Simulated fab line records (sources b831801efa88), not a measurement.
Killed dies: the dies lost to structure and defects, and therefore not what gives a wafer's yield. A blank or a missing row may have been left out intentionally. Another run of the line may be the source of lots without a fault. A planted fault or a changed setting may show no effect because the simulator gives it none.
Split-lot trial ; flow sfq-line ; on a route of 325 steps: 5 lots, 23 wafers read

## ABOUT THE SPLIT
At SFQ_TRILAYER_I6_VIA_LITHO_COAT_169 (resist thk 650 nm), the setting resist-thk-nm was moved away from the recipe's 650 nm on 8 of the 23 wafers read, by -5.5% to +5.0%. This setting was run at the recipe's value on the other wafers.

## FROM THE SPLIT TO THE READING: what the file shows between them, 4 steps
- SFQ_TRILAYER_I6_VIA_LITHO_SOFTBAKE_173
- SFQ_TRILAYER_I6_VIA_LITHO_EXPOSE_170: exposes mask I6, target cd 700 nm
- SFQ_TRILAYER_I6_VIA_LITHO_DEVELOP_171: time 60 s
- SFQ_TRILAYER_I6_VIA_BARC_OPEN_VIA_ETCH_235: etches BARC in O2, target depth 125 nm, time 41.7 s

## THE READING
KrF_of_TRILAYER_I6_VIA_LITHO_COAT_169.thk-nm (the simulator's own value, which no gauge read), in nm, at SFQ_TRILAYER_I6_VIA_ETCH_VIA_ETCH_172 (etches SiO2 in CHF3, stops on Nb, target depth 260 nm). The file gives no usual value for it. Average 527.4 nm, standard deviation 2.2 nm, over the 15 wafers here run with the recipe.

wafer;tool, chamber at the split;resist-thk-nm as run, nm;against the recipe;KrF_of_TRILAYER_I6_VIA_LITHO_COAT_169.thk-nm, nm;against lot-mates on the recipe
L075.1;litho-track-04, 0;650;recipe;525.8;-
L075.3;litho-track-04, 0;675.1;+3.9%;553.4;+27.3
L075.4;litho-track-04, 0;675.1;+3.9%;555.6;+29.5
L075.5;litho-track-04, 0;675.1;+3.9%;553.7;+27.6
L075.6;litho-track-04, 0;650;recipe;526.4;-
L077.1;litho-track-01, 0;614.2;-5.5%;493.8;-36.1
L077.2;litho-track-01, 0;614.2;-5.5%;490.7;-39.2
L077.3;litho-track-01, 0;650;recipe;528.8;-
L077.4;litho-track-01, 0;614.2;-5.5%;492.4;-37.5
L077.5;litho-track-01, 0;650;recipe;531;-
L078.1;litho-track-04, 0;650;recipe;528.5;-
L078.3;litho-track-04, 0;650;recipe;526.2;-
L078.4;litho-track-04, 0;650;recipe;528.9;-
L078.5;litho-track-04, 0;650;recipe;529.3;-
L078.6;litho-track-04, 0;650;recipe;525.4;-
L079.1;litho-track-04, 0;650;recipe;522.9;-
L079.2;litho-track-04, 0;650;recipe;525.8;-
L079.3;litho-track-04, 0;682.6;+5.0%;556.5;+32.1
L079.4;litho-track-04, 0;650;recipe;524.6;-
L079.5;litho-track-04, 0;682.6;+5.0%;557.4;+33.0
L082.1;litho-track-02, 0;650;recipe;530.8;-
L082.2;litho-track-02, 0;650;recipe;527.6;-
L082.4;litho-track-02, 0;650;recipe;529;-

FIT RESULTS
A straight line over all 23 wafers: KrF_of_TRILAYER_I6_VIA_LITHO_COAT_169.thk-nm changes by +6.38 nm for each +1% of resist-thk-nm; r = +0.99; the points scatter about the line by 2.3 nm.
The same after taking each lot's own level away (the mean of its wafers on the recipe; 23 wafers): +6.84 nm for each +1%; r = +1.00; scatter 1.5 nm.
According to that fit, moving resist-thk-nm by its largest amount changes the reading by 38 nm.
The span of the lots' own levels, 524.43 to 529.90 nm, comes to 2.4 times the standard deviation stated above.
The two slopes agree, so the slope changes little with the lot-to-lot level.
Check: with one of the wafers moved furthest among these (-5.5%) left out of the fit, the line predicts -38 nm for it against its lot-mates. It came out at -36.1 nm against them.

## THE OTHER SPLITS THESE WAFERS WENT THROUGH
These wafers also went through other splits before the reading. Each is held against what the fit with the lots' levels taken away leaves over:
other split on the same wafers;wafers away from the commonest value;r with KrF_of_TRILAYER_I6_VIA_LITHO_COAT_169.thk-nm (lot level and that fit taken away)
SFQ_TRILAYER_R5_LITHO_PEB_139 peb-temp-c;7;+0.47
SFQ_TRILAYER_I5_LITHO_EXPOSE_145 dose-mj;11;+0.06
SFQ_TRILAYER_I5_BARC_OPEN_VIA_ETCH_200 bias-w;11;-0.27
SFQ_TRILAYER_C5_LITHO_COAT_156 spin-rpm;5;+0.00
SFQ_TRILAYER_C5_LITHO_EXPOSE_152 dose-mj;7;+0.15
SFQ_TRILAYER_M6_LITHO_EXPOSE_160 dose-mj;5;+0.36
SFQ_TRILAYER_M6_BARC_OPEN_METAL_ETCH_206 bias-w;5;+0.28
SFQ_TRILAYER_I6_VIA_LITHO_COAT_174 spin-rpm;10;-0.22

## THE WHOLE CHAIN: every reading that the file lists as answering this split, in the file's order
step;what it does;reading;change (the file's fit);r (the file's)
SFQ_TRILAYER_I6_VIA_LITHO_COAT_169;resist thk 650 nm;KrF_of_TRILAYER_I6_VIA_LITHO_COAT_169.thk-nm (the simulator's own value, which no gauge read);+6.47 nm for each +1% of the setting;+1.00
SFQ_TRILAYER_I6_VIA_BARC_OPEN_VIA_ETCH_235;etches BARC in O2, target depth 125 nm, time 41.7 s;KrF_of_TRILAYER_I6_VIA_LITHO_COAT_169.thk-nm (the simulator's own value, which no gauge read);+6.64 nm for each +1% of the setting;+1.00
SFQ_TRILAYER_I6_VIA_ETCH_VIA_ETCH_172;etches SiO2 in CHF3, stops on Nb, target depth 260 nm;KrF_of_TRILAYER_I6_VIA_LITHO_COAT_169.thk-nm (the simulator's own value, which no gauge read);+6.8 nm for each +1% of the setting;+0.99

## THE FILE'S OWN FIT
KrF_of_TRILAYER_I6_VIA_LITHO_COAT_169.thk-nm changes by +6.8 nm for each +1% of resist-thk-nm, r = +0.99.
